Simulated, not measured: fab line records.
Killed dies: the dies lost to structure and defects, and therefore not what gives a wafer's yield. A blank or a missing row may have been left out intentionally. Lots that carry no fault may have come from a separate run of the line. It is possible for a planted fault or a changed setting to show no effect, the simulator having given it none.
Which tool is to blame?    flow sky130    Sampling: 6 lots, 18 wafers, 2 of 708 route steps

== WHAT THE GAUGES SHOWED, per wafer ==
SKY_LOCAL_INTERCONNECT_CD_MEAS_11: the cd target is 170 nm.
lot   measured      on        cdNm (nm)
L802  day 30 17:15  cdSem-01  170.8 172.2 171.1
L806  day 32 04:13  cdSem-02  168.5 168.3 168.2
L813  day 34 17:05  cdSem-01  167.9 169.2 168.8
L817  day 35 18:43  cdSem-02  172.8 172.0 173.3
L820  day 36 15:50  cdSem-01  169.9 170.1 169.2
L823  day 37 18:26  cdSem-02  172.0 170.9 170.4

== WHAT TOOL EACH LOT RAN ON (gives the tool, then ch and the chambers of the sampled wafers, and finally the start) ==
lot   SKY_LI_CONTACT_STRIP_16
L802  plasmaAsher-02 ch 0,1, day 29 12:11
L806  plasmaAsher-01 ch 0,1, day 30 22:51
L813  plasmaAsher-03 ch 0,1, day 33 12:56
L817  plasmaAsher-03 ch 0,1, day 34 14:54
L820  plasmaAsher-03 ch 0,1, day 35 12:51
L823  plasmaAsher-02 ch 0,1, day 36 15:15
- SKY_LI_CONTACT_STRIP_16: strips in O2/N2.

== THE ANSWER, worked out from the rows above alone ==
Rule: usual is defined by the lots themselves. Put in order of their means at a reading, lots are off if they are a third of the lots or fewer, leave a main group of 4 or more, and stand apart from it by a gap of 3 or more times the standard deviation of the main group's means; of several such gaps the widest counts. If all means in a main group match to the digits the tables above print for the reading, that group is not used. A lot without any number at a reading at which 4 lots or more have one is off too. All remaining lots with rows at the step are treated as sound.
Across all readings shown, no lot is off: no conclusion can be drawn from this.

== WHAT THE SIMULATOR HAD PUT IN ==
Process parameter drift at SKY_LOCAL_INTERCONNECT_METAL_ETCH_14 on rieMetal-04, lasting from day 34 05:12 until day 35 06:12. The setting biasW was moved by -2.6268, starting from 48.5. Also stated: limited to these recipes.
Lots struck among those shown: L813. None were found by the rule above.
